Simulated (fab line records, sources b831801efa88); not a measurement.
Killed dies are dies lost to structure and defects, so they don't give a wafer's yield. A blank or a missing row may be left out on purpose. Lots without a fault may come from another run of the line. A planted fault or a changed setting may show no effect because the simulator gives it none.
One fault seen from 2 desks | flow gf180mcu | each desk has only its own numbers; what lay behind them comes last

THE TOOL OWNER'S DESK: pvd_sputter-02
The tool's own readings at GF_TOP_METAL_SPUTTER_03 (material Ti, target thk 5 nm, time 3.3 s): means of the sampled wafers that have a number, for each lot that ran on this tool. A lot is out of limits, marked OUT, if its mean lies more than 4 standard deviations from the usual mean; the brackets give that distance.
Columns: A = substrate_temp_c at GF_TOP_METAL_SPUTTER_03, usual 300.02 C; B = throttle_valve_pct at GF_TOP_METAL_SPUTTER_03, usual 30.2 %
lot  | first seen here | A      | B
L212 | day 27 17:47    | 299.76 | 30.2
L222 | day 30 21:00    | 299.85 | 29.7
L225 | day 31 15:33    | 300.00 | 29.6
This desk's finding: nothing out of limits on any of the 3 lots.

THE METROLOGY DESK
What the gauges read, lot by lot, whatever tool the lot ran on: means of the sampled wafers that have a number. A lot is out of limits, marked OUT, if its mean lies more than 4 standard deviations from the usual mean; the brackets give that distance.
Columns: A = V5_W_RS at GF_V5_RS_MEAS_24, usual 0.325 ohm/sq; B = V5_W_THK at GF_V5_THK_MEAS_25, usual 361 nm
lot  | first seen here | A     | B
L212 | day 27 17:08    | 0.331 | 354
L220 | day 30 01:47    | 0.327 | 363
L222 | day 30 20:10    | 0.325 | 356
L225 | day 31 14:55    | 0.326 | 368
L231 | day 32 23:29    | 0.323 | 360
L233 | day 33 09:28    | 0.325 | 358
This desk's finding: nothing out of limits on any of the 6 lots.

PUT TOGETHER
The tool owner's desk saw nothing out of limits.
The metrology desk saw nothing out of limits.

WHAT THE SIMULATOR HAD PUT IN
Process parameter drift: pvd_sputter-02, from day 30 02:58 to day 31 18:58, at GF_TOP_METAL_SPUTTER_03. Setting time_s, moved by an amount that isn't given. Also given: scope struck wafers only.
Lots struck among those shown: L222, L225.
